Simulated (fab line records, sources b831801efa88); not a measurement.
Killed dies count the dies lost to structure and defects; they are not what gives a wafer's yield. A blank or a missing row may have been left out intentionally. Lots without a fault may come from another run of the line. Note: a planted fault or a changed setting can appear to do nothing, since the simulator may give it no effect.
A struck lot beside a sound one + flow sky130 + 44 steps out of a route of 708
Sound: the wafers L586.3, L586.5, L586.6. Struck: wafers L598.1, L598.3, L598.6. The cause is named last.
At each step with rows: each side's tool, then ch and its chambers, then its first start. Under that, the readings that differ: sound wafers + struck wafers + difference of the means + sigmas: that difference in standard deviations of wafers without a fault.
alike: readings whose means differ by less than 2 such deviations, and words and numbers that are the same on both sides. not compared: withheld readings, readings that some wafer has no value for, bounds like >300 that may hide the same value, and numbers for which the record gives no deviation and whose values overlap.
A row with sigmas, a row that says differs or no value, or rows on one side alone: a step with any of these is where the two part. Numbers that don't overlap but have no deviation are shown without sigmas and don't part them. Lack of a reading on every wafer of one side parts them only where that side has two or more wafers.

SKY_SONOS_ONO_THK_MEAS_03:
  sound: filmMetro-02 at day 12 08:04; struck: filmMetro-03 at day 16 11:40
| reading                   | sound             | struck            | difference | sigmas |
|---------------------------|-------------------|-------------------|------------|--------|
| SONOS_ONO_CVD_02_THK (nm) | 10.60 10.53 10.67 | 10.88 11.02 10.94 | +0.35      | +3     |
then, 1 step without rows for these wafers: SKY_SONOS_ONO_CVD_04 (deposits SiO2 from SiH4/N2O, target thk 5.7199 nm).
SKY_SONOS_ONO_THK_MEAS_05:
  sound: filmMetro-03 at day 12 09:23; struck: filmMetro-03 at day 16 12:58
  alike: SONOS_ONO_CVD_04_THK
then, 7 steps without rows for these wafers: SKY_SONOS_ONO_DEHYDRATE_06 (time 60 s); SKY_SONOS_ONO_HMDS_07 (prime time 60 s); SKY_SONOS_ONO_COAT_08 (resist thk 1140 nm); SKY_SONOS_ONO_SOFTBAKE_09 (time 60 s); SKY_SONOS_ONO_EXPOSE_10 (exposes mask ONOM, target cd 410 nm); SKY_SONOS_ONO_PEB_11; SKY_SONOS_ONO_DEVELOP_12 (develop time 60 s).
SKY_SONOS_ONO_CD_MEAS_13 targets a cd of 410 nm.
  sound: cdSem-02 at day 13 09:59; struck: cdSem-02 at day 17 17:48
| reading   | sound             | struck            | difference | sigmas |
|-----------|-------------------|-------------------|------------|--------|
| cdNm (nm) | 415.0 414.3 413.8 | 411.4 406.6 408.2 | -5.6       | -3     |
SKY_SONOS_ONO_OVL_MEAS_14:
  sound: overlay-01 at day 13 10:05; struck: overlay-02 at day 17 17:55
  alike: SONOS_ONO_OVL
SKY_SONOS_ONO_ETCH_15: etches the open film in CHF3/O2, target depth 19.52 nm, time 7.8 s.
  sound on rieDiel-02 ch 0,1,3, day 13 10:07; struck on rieDiel-03 ch 1,3, day 17 17:58
| reading                                       | sound             | struck            | difference | sigmas |
|-----------------------------------------------|-------------------|-------------------|------------|--------|
| model.etch.depthNm (nm)                       | 19.53 19.68 19.77 | 5.208 5.112 5.228 | -14.477    |        |
| model.SONOS_ONO.featureDepthNm (nm)           | 19.53 19.68 19.77 | 5.208 5.112 5.228 | -14.477    |        |
| model.NOVOLAK_of_SONOS_ONO_COAT_08.thkNm (nm) | 1123 1124 1117    | 1133 1136 1136    | +14        |        |
  alike: O2_flow_sccm, drypumpMotorCurrentA, oesProductAu, throttleValvePct
  not compared: rfHoursCounterH
then, 1 step without rows for these wafers: SKY_SONOS_ONO_WET_ETCH_16 (etches SiO2 in dHF, target depth 14 nm, time 280 s).
SKY_SONOS_ONO_STRIP_17: strips in O2/N2.
  sound on plasmaAsher-03 ch 0,1, day 13 10:15; struck on plasmaAsher-01 ch 0,1, day 17 18:04
| reading                  | sound             | struck            | difference | sigmas |
|--------------------------|-------------------|-------------------|------------|--------|
| stripTimeToEndpointS (s) | 14.07 14.10 14.02 | 14.21 14.22 14.25 | +0.16      | +4     |
  alike: drypumpMotorCurrentA, oesProductAu
  not compared: rfHoursCounterH
then, 3 steps without rows for these wafers: SKY_SONOS_ONO_WET_ETCH_18 (etches Si3N4 in H3PO4, target depth 15 nm, time 172 s); SKY_GATE_OXIDE_CLEAN_00 (cleans in SC1/SC2, time 150 s); SKY_GATE_OXIDE_OXIDATION_01 (stabilise 600 s, purge 300 s, target thk 10.268 nm).
SKY_GATE_OXIDE_THK_MEAS_02:
  sound: filmMetro-01 at day 13 12:56; struck: filmMetro-01 at day 17 19:41
  alike: GATE_OXIDE_OXIDATION_00_THK
then, 7 steps without rows for these wafers: SKY_GATE_OXIDE_DEHYDRATE_03 (time 60 s); SKY_GATE_OXIDE_HMDS_04 (prime time 60 s); SKY_GATE_OXIDE_COAT_05 (resist thk 1140 nm); SKY_GATE_OXIDE_SOFTBAKE_06 (time 60 s); SKY_GATE_OXIDE_EXPOSE_07 (exposes mask LVOM, target cd 600 nm); SKY_GATE_OXIDE_PEB_08; SKY_GATE_OXIDE_DEVELOP_09 (develop time 60 s).
SKY_GATE_OXIDE_OVL_MEAS_10:
  sound: overlay-02 at day 14 12:43; struck: overlay-02 at day 19 01:24
  alike: GATE_OXIDE_OVL
then, 2 steps without rows for these wafers: SKY_GATE_OXIDE_IMPLANT_11; SKY_GATE_OXIDE_WET_ETCH_12 (etches SiO2 in dHF, target depth 16.8 nm, time 336 s).
SKY_GATE_OXIDE_STRIP_13: strips in O2/N2.
  sound on plasmaAsher-03 ch 0,1, day 14 13:02; struck on plasmaAsher-04 ch 0,1, day 19 01:41
  alike: drypumpMotorCurrentA, oesProductAu, stripTimeToEndpointS
  not compared: rfHoursCounterH
SKY_GATE_OXIDE_TW_MEAS_14:
  sound: filmMetro-02 at day 14 13:07; struck: filmMetro-01 at day 19 01:47
  alike: GATE_OXIDE_TW
then, 3 steps without rows for these wafers: SKY_GATE_OXIDE_CLEAN_15 (cleans in SC1/SC2, time 150 s); SKY_GATE_OXIDE_OXIDATION_16 (stabilise 600 s, purge 300 s, target thk 3.57 nm); SKY_POLY_GATE_CVD_00 (deposits poly-Si, target thk 180 nm, time 720 s).
SKY_POLY_GATE_THK_MEAS_01:
  sound: filmMetro-04 at day 14 16:15; struck: filmMetro-01 at day 19 05:23
  alike: POLY_GATE_CVD_00_THK
then, 7 steps without rows for these wafers: SKY_RES_PROTECT_DEHYDRATE_00 (time 60 s); SKY_RES_PROTECT_HMDS_01 (prime time 60 s); SKY_RES_PROTECT_COAT_02 (resist thk 1140 nm); SKY_RES_PROTECT_SOFTBAKE_03 (time 60 s); SKY_RES_PROTECT_EXPOSE_04 (exposes mask RPM, target cd 1270 nm); SKY_RES_PROTECT_PEB_05; SKY_RES_PROTECT_DEVELOP_06 (develop time 60 s).
-- the record jumps here: 14 days lie between the struck wafers' starts before and after (it left off in module RES_PROTECT and takes up again in module SALICIDE, whose first step shown is number 361 of the route) --
SKY_SALICIDE_CLEAN_00: cleans in HF-last, time 30 s.
  sound on wetBench-02 ch 3, day 28 12:33; struck on wetBench-04 ch 3, day 32 19:42
| reading                                   | sound             | struck        | difference | sigmas |
|-------------------------------------------|-------------------|---------------|------------|--------|
| model.SiO2_of_FIELD_ISO_CVD_24.thkNm (nm) | 357.6 359.4 358.4 | 362 361 360.6 | +3         |        |
-- the record jumps here: 16 days lie between the struck wafers' starts before and after (it left off in module SALICIDE and takes up again in module PAD_OPEN, whose first step shown is number 708 of the route) --
SKY_PAD_OPEN_PROBE_99:
  sound: prober-01 at day 46 02:22; struck: prober-02 at day 49 02:28
| reading                             | sound                         | struck                        | difference | sigmas |
|-------------------------------------|-------------------------------|-------------------------------|------------|--------|
| model.etest.nfet_16v.rOnOhmUm       | 1.38e+04 1.372e+04 1.388e+04  | 1.791e+04 1.805e+04 1.812e+04 | +4.227e+03 |        |
| model.etest.pfet_16v.rOnOhmUm       | 1.529e+04 1.512e+04 1.519e+04 | 1.617e+04 1.618e+04 1.632e+04 | +1.023e+03 |        |
| model.etest.pfetG5v0d10v5.rOnOhmUm  | 4788 4746 4764                | 5489 5420 5481                | +697       |        |
| model.etest.nfetG5v0d10v5.rOnOhmUm  | 1868 1871 1877                | 2509 2492 2527                | +637       |        |
| model.etest.nfetG5v0d10v5.driveUaUm | 609.5 615.5 607.4             | 389.5 390.7 388.5             | -221.2     |        |
| model.etest.tipSonos.rsOhmSq        | 2608 2548 2633                | 2823 2790 2797                | +207       |        |
| model.etest.nfet_05v0_nvt.driveUaUm | 580 584 577.8                 | 418.5 417 416                 | -163.4     |        |
| model.etest.nfet_16v.driveUaUm      | 223.3 227.9 223.7             | 128.2 128.2 127.4             | -97.0      |        |
  alike: killed_at_M0_to_M3, killed_at_M4_up, killedAtContacts, killedAtFrontEnd, killedAtOther, killedDies, killedOpen, killedShort

WHERE THEY PART
At SKY_SONOS_ONO_THK_MEAS_03 first; at SKY_SONOS_ONO_STRIP_17 last (within this record only). Later steps at which nothing parts them and some readings are alike: SKY_GATE_OXIDE_THK_MEAS_02, SKY_GATE_OXIDE_OVL_MEAS_10, SKY_GATE_OXIDE_STRIP_13, SKY_GATE_OXIDE_TW_MEAS_14, SKY_POLY_GATE_THK_MEAS_01, SKY_PAD_OPEN_PROBE_99.

WHY: the cause the simulator had injected
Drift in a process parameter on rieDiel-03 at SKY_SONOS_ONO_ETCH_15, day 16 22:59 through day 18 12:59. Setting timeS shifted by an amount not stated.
